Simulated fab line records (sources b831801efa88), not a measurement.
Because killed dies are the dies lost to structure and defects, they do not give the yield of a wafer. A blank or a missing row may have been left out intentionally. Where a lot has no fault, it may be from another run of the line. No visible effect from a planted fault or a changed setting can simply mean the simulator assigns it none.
Matching of chambers	flow gf180mcu	GF_V2_ETCH_16 on rie diel-01 has 4 sister chambers
The step etches BARC in N2/H2. 4 wafers are shown with their chamber, then 11 later ones without.

== WAFERS WITH THEIR CHAMBER ==
wafer	chamber	drypump motor current A (A)
L086.1	2	6.1
L088.3	0	5.9
L088.4	3	5.4
L092.2	1	5.7

== WAFERS WITHOUT THEIR CHAMBER ==
wafer	drypump motor current A (A)
L092.3	5.4
L092.6	5.4
L093.2	5.8
L093.3	5.4
L093.4	5.8
L094.1	5.4
L094.2	6.1
L094.5	5.8
L095.4	5.8
L095.5	6.1
L095.6	5.4

== WHICH CHAMBER EACH ONE RAN IN ==
wafer	from the rows above	in truth
L092.3	3	3
L092.6	3	3
L093.2	can't be placed: 1 or 0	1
L093.3	3	3
L093.4	can't be placed: 1 or 0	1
L094.1	3	3
L094.2	2	2
L094.5	can't be placed: 1 or 0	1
L095.4	can't be placed: 1 or 0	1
L095.5	2	2
L095.6	3	3
Correct placement for 7 of the 11. Cannot be placed on the basis of these rows: 4; the candidates contain the true chamber in 4. Placed wrongly: 0.
How it was worked out, from the rows above alone: a wafer's distance from a chamber is the root of the sum, over the readings, of the square of ((its reading less the chamber's mean) divided by the reading's scatter). If the next closest chamber is less than 2 further off than the closest, the wafer can't be placed; otherwise it belongs to the closest. For every chamber, the mean is computed from those of its wafers that are shown. The scatter (one wafer shown for each chamber): square how far every hidden wafer sits from the nearest shown wafer, average those squares and take the square root.
